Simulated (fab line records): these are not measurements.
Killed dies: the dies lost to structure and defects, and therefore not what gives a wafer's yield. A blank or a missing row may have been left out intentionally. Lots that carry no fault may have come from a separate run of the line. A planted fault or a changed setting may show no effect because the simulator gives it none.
Comparing a struck lot with a sound one | flow sky130 | 36 out of 708 route steps
Sound: these wafers, L671.3, L671.4, L671.5. Struck: wafers L684.2, L684.4 (left out: L684.5, a lot-mate that was not struck); the cause follows at the end.
Per side, at each step with rows, come the tool, then ch with its chambers, and then its first start. Under that, the readings that differ: sound wafers | struck wafers | difference of the means | sigmas: that difference in standard deviations of wafers without a fault.
alike: readings whose means differ by less than 2 such deviations, and words and numbers that are the same on both sides. not compared: withheld readings, readings that some wafer has no value for, bounds like >300 that may hide the same value, and numbers for which the record gives no deviation and whose values overlap.
A row with sigmas, a row that says differs or no value, or rows on one side alone: a step with any of these is where the two part. Numbers that don't overlap but have no deviation are shown without sigmas and don't part them. Lack of a reading on every wafer of one side parts them only where that side has two or more wafers.

first, 10 steps without rows for these wafers: SKY_CAPM_CLEAN_17 (cleans in O3/DIW); SKY_METAL3_DEHYDRATE_05 (time 60 s); SKY_METAL3_HMDS_06 (prime time 60 s); SKY_METAL3_COAT_07 (resist thk 60 nm); SKY_METAL3_COAT_08 (resist thk 1140 nm); SKY_METAL3_SOFTBAKE_09 (time 90 s); SKY_METAL3_EXPOSE_10 (exposes mask MM3, target cd 300 nm); SKY_METAL3_PEB_11; SKY_METAL3_DEVELOP_12 (develop time 60 s); SKY_METAL3_DESCUM_15 (chemistry O2, time 8 s).
SKY_METAL3_ETCH_16: etches BARC in N2/H2, stops on SiO2, time 88.2 s, target depth 60 nm.
  sound on rieMetal-03 ch 0,1, day 39 05:28; struck on rieMetal-02 ch 0, day 43 07:22
reading                  | sound       | struck  | difference | sigmas
drypumpMotorCurrentA (A) | 6.2 5.1 5.1 | 6.5 6.5 | +1.0       | +2
  alike: oesProductAu, throttleValvePct
  not compared: rfHoursCounterH
then, 24 steps without rows for these wafers: SKY_METAL3_ETCH_17 (etches SiO2 in C4F8/O2/Ar, stops on TiN, time 3.9 s, target depth 15 nm); SKY_METAL3_METAL_ETCH_18 (etches the open film in Cl2/BCl3, stops on SiO2, target depth 845 nm, time 183.1 s); SKY_METAL3_STRIP_19 (strips in O2/N2); SKY_METAL3_STRIP_20 (strips in post etch residue remover, time 1200 s); SKY_METAL3_CLEAN_21 (cleans in IPA, time 180 s); SKY_METAL3_CLEAN_22 (cleans in O3/DIW); SKY_VIA3_HDPCVD_00 (deposits SiO2, target thk 1635 nm, time 272.5 s); SKY_VIA3_CMP_02 (polishes SiO2); SKY_VIA3_DEHYDRATE_04 (time 60 s); SKY_VIA3_HMDS_05 (prime time 60 s); SKY_VIA3_COAT_06 (resist thk 60 nm); SKY_VIA3_COAT_07 (resist thk 450 nm); SKY_VIA3_SOFTBAKE_08 (time 90 s); SKY_VIA3_EXPOSE_09 (exposes mask VIM3, target cd 200 nm); SKY_VIA3_PEB_10; SKY_VIA3_DEVELOP_11 (develop time 60 s); SKY_VIA3_ETCH_14 (etches BARC in N2/H2, stops on SiO2, time 45.9 s, target depth 60 nm); SKY_VIA3_ETCH_15 (etches SiO2 in C4F8/O2/Ar, stops on TiN, target depth 507 nm, time 78 s); SKY_VIA3_STRIP_16 (strips in O2/N2); SKY_VIA3_STRIP_17 (strips in post etch residue remover, time 1200 s); SKY_VIA3_CLEAN_18 (cleans in IPA, time 180 s); SKY_VIA3_CLEAN_19 (cleans in O3/DIW); SKY_VIA3_SPUTTER_20 (material TiN, target thk 20 nm, time 80 s); SKY_VIA3_CVD_21 (deposits W, target thk 390 nm, time 117.31 s).
-- the record jumps here: 6 days lie between the struck wafers' starts before and after (it left off in module VIA3 and takes up again in module PAD_OPEN, whose first step shown is number 708 of the route) --
SKY_PAD_OPEN_PROBE_99:
  sound on prober-02 at day 46 10:38; struck on prober-01 at day 49 14:05
reading                               | sound               | struck                                          | difference                   | sigmas
hold                                  | - - -               | awaitDispo/1.1h/release awaitDispo/1.1h/release | no value on the sound wafers | 
defectLimitedYield (%)                | 81.5 81.1 78.9      | 77.0 74.2                                       | -4.9                         | -3
killed_at_M0_to_M3                    | 35 44 44            | 88 96                                           | +51                          | +7
killedAtContacts                      | 38 29 36            | 15 15                                           | -19                          | -4
killedDies                            | 91 93 104           | 113 127                                         | +24                          | +3
sort_bin_3_pad_short (%)              | 0.4 0.6 1.6         | 3.3 3.0                                         | +2.3                         | +6
sortNPass                             | 401 399 388         | 379 365                                         | -24                          | -3
sortYieldPct (%)                      | 81.5 81.1 78.9      | 77.0 74.2                                       | -4.9                         | -3
model.etest.tester.sortNPass          | 401 399 388         | 379 365                                         | -24                          | 
model.etest.tester.sortYieldPct (%)   | 81.5 81.1 78.86     | 77.03 74.19                                     | -4.88                        | 
model.etest.tester.sort_bin_5_pct (%) | 11.59 11.38 11.99   | 12.8 15.85                                      | +2.7                         | 
model.etest.tester.sort_bin_3_pct (%) | 0.4065 0.6098 1.626 | 3.252 3.049                                     | +2.270                       | 
  alike: killed_at_M4_up, killedAtFrontEnd, killedAtOther, killedOpen, killedShort, sort_bin_5_function, sort_bin_6_memory

== WHERE THEY PART ==
First at SKY_METAL3_ETCH_16; last, within this record, at SKY_PAD_OPEN_PROBE_99.

WHY: whatever the simulator had introduced
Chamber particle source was rieMetal-02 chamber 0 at SKY_METAL3_ETCH_16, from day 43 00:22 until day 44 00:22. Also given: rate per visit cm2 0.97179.
